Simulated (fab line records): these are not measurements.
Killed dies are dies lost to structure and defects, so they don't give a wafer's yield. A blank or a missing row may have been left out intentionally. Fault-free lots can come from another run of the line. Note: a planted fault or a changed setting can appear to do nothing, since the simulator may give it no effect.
Which tool was responsible? | flow sky130 | 6 lots with 18 wafers sampled at 2 steps, on a route of 708 steps

== WHAT THE GAUGES SHOWED, per wafer ==
SKY_VT_ADJUST_LVTN_TW_MEAS_21.
lot  | measured     | on           | VT_ADJUST_LVTN_2_TW
L292 | day 9 11:57  | filmMetro-02 | 187.4 186.3 186.8
L297 | day 10 14:09 | filmMetro-02 | 202.5 202.8 202.9
L302 | day 11 23:46 | filmMetro-03 | 189.2 190.1 189.9
L305 | day 12 16:26 | filmMetro-02 | 188.0 188.0 187.8
L307 | day 13 04:50 | filmMetro-04 | 185.2 185.1 184.8
L309 | day 13 20:09 | filmMetro-04 | 185.7 184.7 185.7

== WHICH TOOL RAN EACH LOT (tool, then ch and the chambers of the sampled wafers, then the start) ==
lot  | SKY_VT_ADJUST_LVTN_IMPLANT_19
L292 | implanter-01 ch 0, day 9 11:43
L297 | implanter-03 ch 0, day 10 13:54
L302 | implanter-04 ch 0, day 11 23:32
L305 | implanter-04 ch 0, day 12 16:11
L307 | implanter-01 ch 0, day 13 04:35
L309 | implanter-03 ch 0, day 13 19:54
- SKY_VT_ADJUST_LVTN_IMPLANT_19

== THE ANSWER, worked out from the rows above alone ==
Rule: usual is defined by the lots themselves. The widest of any qualifying gaps counts: lots, ordered by their means at a reading, are off when they make up no more than a third of the lots, leave a main group of 4 or more, and stand apart from it by 3 or more times the standard deviation of that group's means. The tables above print the reading to a certain number of digits; a main group whose means all agree to those digits is not used. Also off: a lot with no number at a reading for which 4 or more lots have one. Any other lot the step has rows for is counted as sound.
Off: L297, at SKY_VT_ADJUST_LVTN_TW_MEAS_21 (VT_ADJUST_LVTN_2_TW). For the main group the mean is 187.0 and the standard deviation 1.7.
If a tool, at a process step before that reading, ran all the lots that are off and no sound lot after the first of them, it fits. Those tools and the gauges at SKY_VT_ADJUST_LVTN_TW_MEAS_21 are tried in the same way. Of those tried, none fits.

== WHAT THE SIMULATOR PUT IN ==
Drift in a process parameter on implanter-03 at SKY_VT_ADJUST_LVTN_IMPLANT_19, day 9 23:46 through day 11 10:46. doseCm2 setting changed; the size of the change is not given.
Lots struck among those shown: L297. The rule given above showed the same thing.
